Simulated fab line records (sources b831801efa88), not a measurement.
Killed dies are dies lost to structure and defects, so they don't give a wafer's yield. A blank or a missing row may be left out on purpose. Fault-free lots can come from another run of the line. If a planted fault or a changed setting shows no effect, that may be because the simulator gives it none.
fab line records ; flow sky130
record lots=5; wafers=15; last_day=50
route steps=708 shown FIELD_ISO@27 NWELL@32 DNWELL@35 PAD_OPEN@708
lots untouched by any fault: they come from a run of this same line in which no faults occurred
start_h: the number of hours between the record's first day and the start of the first shown wafer of the lot ; wait_h: hours elapsed since this lot's preceding step ; " repeats the value in the row above ; L1.1+2: one row covering several wafers at once ; - no value, or no start was given ; * or withheld: withheld ; < > ~ a bound
route shown NAME@n: a module of which the file shows steps, and the number in the route of the first ; usual: the fault-free wafers' mean and standard deviation ; same: alike in all rows ; chamber/n: place in a boat ; sites: the reading at each site ; _std_site: their standard deviation ; _edge_site: outer sites' mean less inner sites' ; radius_mm: how far each site lies from the wafer's centre ; mask NAME#n: copy n ; behind: the tool/chamber that last shaped the wafer ; hold: reason for holding the lot/hours on hold/outcome of the hold ; device: transistor that didn't switch, given as n, p or np ; end of line: tests of these same wafers at the route's end ; step lacking rows: just its recipe ; killed: count of dies lost to structure and defects at first sort (not the wafer's yield) ; map: per-die view of a wafer (x killed, . not killed, _ where there is no die)
set.NAME: the run value of the setting; set.NAME@STEP: its run value at that earlier step ; model.NAME: the simulator's own value behind a step, which no gauge read
certain route steps with their lots: each step a table, each wafer a row
services: the hour from which a tool's chamber was out of use, counted from the record's first day as start_h (under 0 if before that day), plus the number of hours and why
## steps
# step SKY_FIELD_ISO_ANNEAL_26
# recipe temp_c=1000; time_s=1800; ambient=N2
# step SKY_FIELD_ISO_CMP_27
# recipe stop_on=Si3N4; t_overpolish_s=16; down_force_psi=4; platen_rpm=60; target_thk_nm=457.8; pad_velocity_m_s=0.94248
# usual head_pressure_psi=4.000/0.0084; motor_current_A=11.8/1.2; overpolish_run_s=16.000/0.0077; time_to_endpoint_s=115/4
lot.wafer;tool;chamber;start_h;wait_h;head_pressure_psi;motor_current_A;overpolish_run_s;time_to_endpoint_s
L758.2;cmp-01;1;50.95;0.1;4.003;11.9;16.008;117
L758.5;cmp-01;3;50.95;0.1;4.004;13.0;15.991;112
L758.6;cmp-01;0;50.95;0.1;3.996;10.9;15.983;113
L767.1;cmp-01;3;95.77;0.0;3.993;13.3;16.015;113
L767.2;cmp-01;0;95.77;0.0;3.996;10.2;15.996;113
L767.5;cmp-01;0;95.77;0.0;4.007;10.5;16.006;113
L774.4;cmp-02;0;136.03;0.1;3.988;10.2;15.994;114
L774.2;cmp-02;1;136.03;0.1;4.004;12.3;15.988;109
L774.6;cmp-02;2;136.03;0.1;3.987;13.5;16.002;113
L776.4;cmp-01;0;149.92;0.1;4.006;10.5;15.992;118
L776.2;cmp-01;2;149.92;0.1;3.989;10.8;16.014;113
L776.5;cmp-01;0;149.92;0.1;3.993;11.3;15.998;117
L778.3;cmp-01;1;165.18;0.1;3.996;12.0;15.992;119
L778.5;cmp-01;2;165.18;0.1;4.005;9.8;15.999;114
L778.6;cmp-01;3;165.18;0.1;4.005;13.3;15.993;116
# step SKY_FIELD_ISO_WET_ETCH_28
# recipe chemistry=dHF; target_depth_nm=23.7; target=SiO2; dilution=10:1; temp_c=25; time_s=47
# step SKY_FIELD_ISO_WET_ETCH_29
# recipe chemistry=H3PO4; target_depth_nm=160; target=Si3N4; temp_c=160; time_s=1825
# step SKY_FIELD_ISO_WET_ETCH_30
# recipe chemistry=dHF; target_depth_nm=25; target=SiO2; dilution=10:1; temp_c=25; time_s=50
# step SKY_NWELL_CLEAN_00
# recipe chemistry=SC1/SC2; mix=1:4:20; temp_c=70; time_s=150; dry=n2_spin
# step SKY_NWELL_OXIDATION_01
# recipe temp_c=900; ambient=O2; stabilise_s=600; purge_s=300; target_thk_a=100; ox_time_s=1418
# step SKY_NWELL_THK_MEAS_02
# recipe reads=SiO2_of_NWELL_OXIDATION_01
# usual NWELL_OXIDATION_THK=9.92/0.2
lot.wafer;tool;chamber;start_h;wait_h;NWELL_OXIDATION_THK[nm]
L758.2;film_metro-02;-;53.25;0.0;10.11
L758.5;film_metro-02;-;53.25;0.0;10.05
L758.6;film_metro-02;-;53.25;0.0;10.14
L767.1;film_metro-04;-;98.08;0.0;10.18
L767.2;film_metro-04;-;98.08;0.0;9.76
L767.5;film_metro-04;-;98.08;0.0;9.89
L774.2;film_metro-01;-;141.27;0.0;9.79
L774.4;film_metro-01;-;141.27;0.0;9.85
L774.6;film_metro-01;-;141.27;0.0;9.69
L776.2;film_metro-02;-;156.61;0.0;9.63
L776.4;film_metro-02;-;156.61;0.0;9.58
L776.5;film_metro-02;-;156.61;0.0;9.72
L778.3;film_metro-01;-;171.73;0.0;9.66
L778.5;film_metro-01;-;171.73;0.0;9.66
L778.6;film_metro-01;-;171.73;0.0;9.65
# step SKY_DNWELL_DEHYDRATE_00
# recipe temp_c=200; time_s=60
# step SKY_DNWELL_HMDS_01
# recipe prime_time_s=60; prime_temp_c=120
# step SKY_DNWELL_COAT_02
# recipe spin_rpm=2000; resist_thk_nm=3000
# step SKY_DNWELL_SOFTBAKE_03
# recipe temp_c=110; time_s=withheld
# step SKY_DNWELL_EXPOSE_04
# recipe mask_id=DNM; na=0.57; target_cd_nm=3000; dose_mj=222
# usual focus_offset_nm=0.1/0.52
lot.wafer;tool;chamber;start_h;wait_h;mask;focus_offset_nm
L758.2;iline_stepper-02;0;61.13;-;DNM#0;0.1
L758.5;iline_stepper-02;0;61.13;-;DNM#0;0.1
L758.6;iline_stepper-02;0;61.13;-;DNM#0;-0.3
L767.1;iline_stepper-01;0;107.53;-;DNM_R1#0;0.0
L767.2;iline_stepper-01;0;107.53;-;DNM_R1#0;0.2
L767.5;iline_stepper-01;0;107.53;-;DNM_R1#0;-0.1
L774.2;iline_stepper-01;0;151.32;-;DNM#0;0.1
L774.4;iline_stepper-01;0;151.32;-;DNM#0;0.4
L774.6;iline_stepper-01;0;151.32;-;DNM#0;-0.1
L776.2;iline_stepper-01;0;167.02;-;DNM#0;0.1
L776.4;iline_stepper-01;0;167.02;-;DNM#0;-0.3
L776.5;iline_stepper-01;0;167.02;-;DNM#0;-0.8
L778.3;iline_stepper-01;0;180.99;-;DNM#0;-1.0
L778.5;iline_stepper-01;0;180.99;-;DNM#0;0.6
L778.6;iline_stepper-01;0;180.99;-;DNM#0;-0.6
# step SKY_DNWELL_PEB_05
# recipe temp_c=115; time_s=withheld
# step SKY_PAD_OPEN_PROBE_99
# usual killed_at_M0_to_M3=43/6.4; killed_at_M4_up=3.1/2; killed_at_contacts=24/5.2; killed_at_front_end=15/4.3; killed_at_other=0.2/0.48; killed_dies=85/9.7; killed_open=47/6.9; killed_short=38/6.7
# same gross_dies=492; killed_at_back_side=0
lot.wafer;tool;chamber;start_h;wait_h;killed_at_M0_to_M3;killed_at_M4_up;killed_at_contacts;killed_at_front_end;killed_at_other;killed_dies;killed_open;killed_short;model.etest.res_deep_nwell.width_nm;model.etest.res_deep_nwell.line_ohm_um
L758.2;prober-02;-;1103.56;0.1;48;5;21;12;1;87;49;38;2991;721.9
L758.5;prober-02;-;1103.71;0.2;47;2;22;16;0;87;50;37;2999;729.4
L758.6;prober-02;-;1103.76;0.2;38;4;24;20;0;86;59;27;2995;731.6
L767.1;prober-02;-;1157.94;0.1;46;2;19;14;0;81;36;45;2376;897.2
L767.2;prober-02;-;1157.99;0.1;43;4;22;18;0;87;43;44;2380;911.5
L767.5;prober-02;-;1158.14;0.2;34;10;19;10;0;73;34;39;2391;917.9
L774.2;prober-01;-;1190.15;0.1;48;3;25;18;1;95;53;42;2986;716.4
L774.4;prober-01;-;1190.25;0.2;47;6;24;11;0;88;55;33;2997;732.1
L774.6;prober-01;-;1190.35;0.2;47;2;23;7;0;79;46;33;2979;726.8
L776.2;prober-01;-;1204.58;0.1;33;2;18;11;0;64;38;26;2985;711
L776.4;prober-01;-;1204.68;0.2;46;5;21;20;0;92;49;43;2988;719.5
L776.5;prober-01;-;1204.73;0.2;36;4;24;7;0;71;40;31;2996;726.2
L778.3;prober-02;-;1211.66;0.2;35;2;26;15;0;78;46;32;3012;723.6
L778.5;prober-02;-;1211.76;0.2;39;3;27;14;0;83;47;36;2989;722.1
L778.6;prober-02;-;1211.81;0.2;37;1;18;17;0;73;45;28;2986;728.6
# killed by level:class
L758.2 VIA1:geometric_particle:open=15 CONTACT:geometric_particle:open=9 VIA2:geometric_particle:short=7 LI_CONTACT:geometric_particle:open=6 METAL2:geometric_particle:short=6 VIA2:geometric_particle:open=4 CONTACT:geometric_particle:short=4 VIA3:geometric_particle:open=4
L758.5 VIA1:geometric_particle:open=12 CONTACT:geometric_particle:open=9 FIELD_ISO:geometric_particle:open=7 VIA1:geometric_particle:short=7 FIELD_ISO:geometric_particle:short=6 LI_CONTACT:geometric_particle:open=6 METAL1:geometric_particle:short=6 METAL2:geometric_particle:short=5
L758.6 CONTACT:geometric_particle:open=13 FIELD_ISO:geometric_particle:open=9 VIA1:geometric_particle:open=8 VIA3:geometric_particle:open=8 LI_CONTACT:geometric_particle:open=6 METAL1:geometric_particle:short=6 FIELD_ISO:geometric_particle:short=5 METAL2:geometric_particle:short=4
L767.1 METAL2:geometric_particle:short=9 METAL1:geometric_particle:short=8 VIA2:geometric_particle:open=7 POLY_GATE:geometric_particle:open=6 LI_CONTACT:geometric_particle:open=6 VIA3:geometric_particle:open=5 FIELD_ISO:geometric_particle:short=4 CONTACT:geometric_particle:short=4
L767.2 METAL1:geometric_particle:short=7 VIA1:geometric_particle:open=7 CONTACT:geometric_particle:open=6 VIA1:geometric_particle:short=6 LI_CONTACT:geometric_particle:open=5 CONTACT:geometric_particle:short=5 FIELD_ISO:geometric_particle:open=4 POLY_GATE:geometric_particle:short=4
L767.5 LOCAL_INTERCONNECT:geometric_particle:short=7 METAL4:geometric_particle:short=6 FIELD_ISO:geometric_particle:open=6 METAL2:geometric_particle:short=6 CONTACT:geometric_particle:open=5 VIA1:geometric_particle:short=5 VIA1:geometric_particle:open=5 VIA3:geometric_particle:open=4
L774.2 VIA1:geometric_particle:open=12 CONTACT:geometric_particle:open=12 VIA3:geometric_particle:open=8 POLY_GATE:geometric_particle:short=7 LOCAL_INTERCONNECT:geometric_particle:short=6 FIELD_ISO:geometric_particle:short=4 METAL1:geometric_particle:short=4 LI_CONTACT:geometric_particle:open=4
L774.4 VIA1:geometric_particle:open=16 CONTACT:geometric_particle:open=9 LI_CONTACT:geometric_particle:open=7 VIA2:geometric_particle:open=6 VIA3:geometric_particle:open=6 VIA1:geometric_particle:short=5 METAL4:geometric_particle:short=5 POLY_GATE:geometric_particle:open=4
L774.6 VIA1:geometric_particle:open=12 VIA3:geometric_particle:open=10 CONTACT:geometric_particle:open=7 LI_CONTACT:geometric_particle:open=6 LOCAL_INTERCONNECT:geometric_particle:short=5 VIA1:geometric_particle:short=5 CONTACT:geometric_particle:short=4 METAL1:geometric_particle:short=4
L776.2 CONTACT:geometric_particle:open=9 VIA1:geometric_particle:short=7 VIA1:geometric_particle:open=7 POLY_GATE:geometric_particle:open=4 LI_CONTACT:geometric_particle:open=4 VIA3:geometric_particle:short=4 VIA3:geometric_particle:open=4 METAL2:geometric_particle:short=3
L776.4 VIA1:geometric_particle:open=13 VIA3:geometric_particle:open=11 CONTACT:geometric_particle:open=7 POLY_GATE:geometric_particle:short=5 METAL4:geometric_particle:short=4 VIA3:geometric_particle:short=4 LI_CONTACT:geometric_particle:open=4 VIA1:geometric_particle:short=4
L776.5 CONTACT:geometric_particle:open=7 VIA1:geometric_particle:open=7 VIA3:geometric_particle:open=7 POLY_GATE:geometric_particle:open=6 VIA2:geometric_particle:open=6 LI_CONTACT:geometric_particle:open=5 LOCAL_INTERCONNECT:geometric_particle:short=5 CONTACT:geometric_particle:short=4
L778.3 LI_CONTACT:geometric_particle:open=9 VIA1:geometric_particle:open=8 CONTACT:geometric_particle:open=7 FIELD_ISO:geometric_particle:open=6 FIELD_ISO:geometric_particle:short=5 CONTACT:geometric_particle:short=5 METAL1:geometric_particle:open=4 VIA2:geometric_particle:open=4
L778.5 VIA2:geometric_particle:open=13 VIA1:geometric_particle:open=10 LI_CONTACT:geometric_particle:open=7 CONTACT:geometric_particle:open=6 LOCAL_INTERCONNECT:geometric_particle:short=5 CONTACT:geometric_particle:short=5 VIA1:geometric_particle:short=5 LI_CONTACT:geometric_particle:short=4
L778.6 VIA1:geometric_particle:open=12 CONTACT:geometric_particle:open=10 VIA3:geometric_particle:open=6 FIELD_ISO:geometric_particle:open=5 VIA2:geometric_particle:open=5 FIELD_ISO:geometric_particle:short=4 LOCAL_INTERCONNECT:geometric_particle:short=4 METAL3:geometric_particle:short=3
## services
tool;chamber;start_h;hours;kind
cmp-02;-;46.13;8.0;pm
cmp-02;-;57.25;0.8;repair
cmp-01;-;61.87;0.5;repair
cmp-01;-;64.00;4.0;pm
cmp-01;-;68.00;-;consumable_replace:conditioner
cmp-01;-;68.00;-;consumable_replace:pad
iline_stepper-01;-;78.76;18.6;repair
iline_stepper-02;-;105.99;1.7;repair
cmp-01;-;113.95;1.7;repair
cmp-02;-;117.69;2.8;repair
iline_stepper-01;-;123.77;1.7;pm
cmp-02;-;137.23;1.6;repair
iline_stepper-02;-;138.21;1.7;pm
cmp-02;-;149.21;2.5;repair
cmp-02;-;159.42;1.2;repair
iline_stepper-02;-;176.02;14.3;repair
cmp-01;-;178.03;6.5;pm
## key
first_sign step=SKY_DNWELL_EXPOSE_04; reading=mask; direction=changed
effect none on later readings
model_effect step=SKY_PAD_OPEN_PROBE_99; value=etest.res_deep_nwell.width_nm; without=2981; struck=2382
met_at SKY_DNWELL_EXPOSE_04
struck_wafers L767.1,L767.2,L767.5
tester_left_out L767
fault kind=wrong_mask; tool=any; chamber=-; onset_h=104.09; steps=SKY_DNWELL_EXPOSE_04; aux_copy=DNM_R1#0; cd_offset_nm=-600; scope=struck_lots_only
# tester_left_out: of these lots the tester's yield and bins aren't shown, on N5 and GAA mostly nor the transistor test; their killed dies are dies lost to structure and defects alone, not to doping, threshold or leakage, so they don't give the yield
